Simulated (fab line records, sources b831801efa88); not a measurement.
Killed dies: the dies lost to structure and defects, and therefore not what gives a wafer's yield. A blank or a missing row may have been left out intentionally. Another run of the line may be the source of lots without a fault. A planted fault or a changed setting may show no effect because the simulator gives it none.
Matching of chambers / flow gf180mcu / GF_V2_CVD_02 on pecvd-02 has 3 sister chambers
The step deposits SiO2 from TEOS, target thk 850 nm, time 94.851 s. 14 wafers are shown with their chamber, then 7 later ones without.

## WAFERS WITH THEIR CHAMBER
wafer=L074.2; chamber=2; heater_power_outer_w (W)=347; heater_power_w (W)=559
wafer=L074.3; chamber=0; heater_power_outer_w (W)=319; heater_power_w (W)=558
wafer=L074.5; chamber=0; heater_power_outer_w (W)=358; heater_power_w (W)=595
wafer=L076.1; chamber=1; heater_power_outer_w (W)=294; heater_power_w (W)=547
wafer=L076.3; chamber=2; heater_power_outer_w (W)=385; heater_power_w (W)=595
wafer=L076.5; chamber=2; heater_power_outer_w (W)=416; heater_power_w (W)=651
wafer=L081.1; chamber=2; heater_power_outer_w (W)=401; heater_power_w (W)=656
wafer=L081.3; chamber=1; heater_power_outer_w (W)=376; heater_power_w (W)=635
wafer=L081.4; chamber=1; heater_power_outer_w (W)=275; heater_power_w (W)=520
wafer=L082.2; chamber=1; heater_power_outer_w (W)=321; heater_power_w (W)=592
wafer=L082.4; chamber=1; heater_power_outer_w (W)=345; heater_power_w (W)=611
wafer=L082.6; chamber=2; heater_power_outer_w (W)=342; heater_power_w (W)=554
wafer=L083.3; chamber=2; heater_power_outer_w (W)=457; heater_power_w (W)=700
wafer=L083.5; chamber=0; heater_power_outer_w (W)=358; heater_power_w (W)=590

SIGNATURES (averages over the wafers above)
reading=heater_power_outer_w; chamber 0=345.00; chamber 1=322.20; chamber 2=391.33; scatter within a chamber=39.2
reading=heater_power_w; chamber 0=581.00; chamber 1=581.00; chamber 2=619.17; scatter within a chamber=49.5
Rule: for each reading, subtract the chamber's mean from the wafer's reading, divide by that reading's scatter and square the result; add these up over the readings and take the root, which gives the wafer's distance from the chamber. If the next closest chamber is less than 2 further off than the closest, the wafer can't be placed; otherwise it belongs to the closest. The scatter: take each reading less its chamber's mean, square it, sum over the shown wafers, divide by the number of wafers less the number of chambers, and take the root.

## WAFERS WITHOUT THEIR CHAMBER
wafer=L083.6; heater_power_outer_w (W)=329; heater_power_w (W)=587
wafer=L085.3; heater_power_outer_w (W)=368; heater_power_w (W)=627
wafer=L085.5; heater_power_outer_w (W)=348; heater_power_w (W)=616
wafer=L085.6; heater_power_outer_w (W)=429; heater_power_w (W)=647
wafer=L089.1; heater_power_outer_w (W)=320; heater_power_w (W)=554
wafer=L089.2; heater_power_outer_w (W)=438; heater_power_w (W)=696
wafer=L089.4; heater_power_outer_w (W)=461; heater_power_w (W)=698

## CHAMBER TAKEN BY EACH
wafer=L083.6; from the rows above=can't be placed: 1 or 0 or 2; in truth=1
wafer=L085.3; from the rows above=can't be placed: 2 or 0 or 1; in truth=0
wafer=L085.5; from the rows above=can't be placed: 0 or 1 or 2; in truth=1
wafer=L085.6; from the rows above=can't be placed: 2 or 0 or 1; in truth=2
wafer=L089.1; from the rows above=can't be placed: 1 or 0 or 2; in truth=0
wafer=L089.2; from the rows above=can't be placed: 2 or 0 or 1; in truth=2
wafer=L089.4; from the rows above=can't be placed: 2 or 0 or 1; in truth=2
0 of 7 placed correctly. These rows do not allow placing 7 (true chamber among the candidates in 7). Placed wrongly: 0.
